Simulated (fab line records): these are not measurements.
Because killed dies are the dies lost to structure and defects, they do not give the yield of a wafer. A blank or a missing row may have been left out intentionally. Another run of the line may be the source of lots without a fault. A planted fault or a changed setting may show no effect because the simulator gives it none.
Chamber matching || flow gf180mcu || GF_PASSIVATION_CVD_02 on pecvd-03 has 3 sister chambers
The step deposits Si3N4, target thk 700 nm, time 486.18 s. 14 wafers are shown with their chamber, then 7 later ones without.

WAFERS, EACH WITH ITS CHAMBER
{"wafer": "L449.1", "chamber": 1, "heater-power-w (W)": 585}
{"wafer": "L449.2", "chamber": 0, "heater-power-w (W)": 651}
{"wafer": "L449.3", "chamber": 2, "heater-power-w (W)": 743}
{"wafer": "L454.1", "chamber": 0, "heater-power-w (W)": 630}
{"wafer": "L454.3", "chamber": 2, "heater-power-w (W)": 783}
{"wafer": "L454.5", "chamber": 0, "heater-power-w (W)": 693}
{"wafer": "L456.4", "chamber": 2, "heater-power-w (W)": 661}
{"wafer": "L456.5", "chamber": 0, "heater-power-w (W)": 741}
{"wafer": "L456.6", "chamber": 1, "heater-power-w (W)": 649}
{"wafer": "L457.1", "chamber": 0, "heater-power-w (W)": 642}
{"wafer": "L457.4", "chamber": 2, "heater-power-w (W)": 801}
{"wafer": "L457.5", "chamber": 0, "heater-power-w (W)": 713}
{"wafer": "L458.4", "chamber": 2, "heater-power-w (W)": 765}
{"wafer": "L458.5", "chamber": 0, "heater-power-w (W)": 752}

SIGNATURES, as means of the wafers listed above
{"reading": "heater-power-w", "chamber 0": 688.86, "chamber 1": 617.00, "chamber 2": 750.60, "scatter within a chamber": 50.7}
Rule: a wafer lies at a distance from a chamber equal to the root of the sum of squares, over the readings, of (its reading less the chamber's mean, divided by the reading's scatter). The wafer belongs to the nearest chamber; if the next one is less than 2 further off, it can't be placed. The scatter is the square root of a quotient: the sum, over the shown wafers, of each reading's squared deviation from its chamber's mean, divided by wafers minus chambers.

WAFERS WITHOUT THEIR CHAMBER
{"wafer": "L458.6", "heater-power-w (W)": 699}
{"wafer": "L463.1", "heater-power-w (W)": 720}
{"wafer": "L463.3", "heater-power-w (W)": 718}
{"wafer": "L463.4", "heater-power-w (W)": 769}
{"wafer": "L465.1", "heater-power-w (W)": 616}
{"wafer": "L465.3", "heater-power-w (W)": 775}
{"wafer": "L465.6", "heater-power-w (W)": 643}

CHAMBER TAKEN BY EACH
{"wafer": "L458.6", "from the rows above": "can't be placed: 0 or 2 or 1", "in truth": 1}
{"wafer": "L463.1", "from the rows above": "can't be placed: 2 or 0 or 1", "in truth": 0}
{"wafer": "L463.3", "from the rows above": "can't be placed: 0 or 2 or 1", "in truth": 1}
{"wafer": "L463.4", "from the rows above": "can't be placed: 2 or 0", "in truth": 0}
{"wafer": "L465.1", "from the rows above": "can't be placed: 1 or 0", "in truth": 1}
{"wafer": "L465.3", "from the rows above": "can't be placed: 2 or 0", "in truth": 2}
{"wafer": "L465.6", "from the rows above": "can't be placed: 1 or 0 or 2", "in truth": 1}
Correctly placed: 0 of 7. Not placeable from these rows: 7 (in 7, the candidates include the true chamber). Placed wrongly: 0.
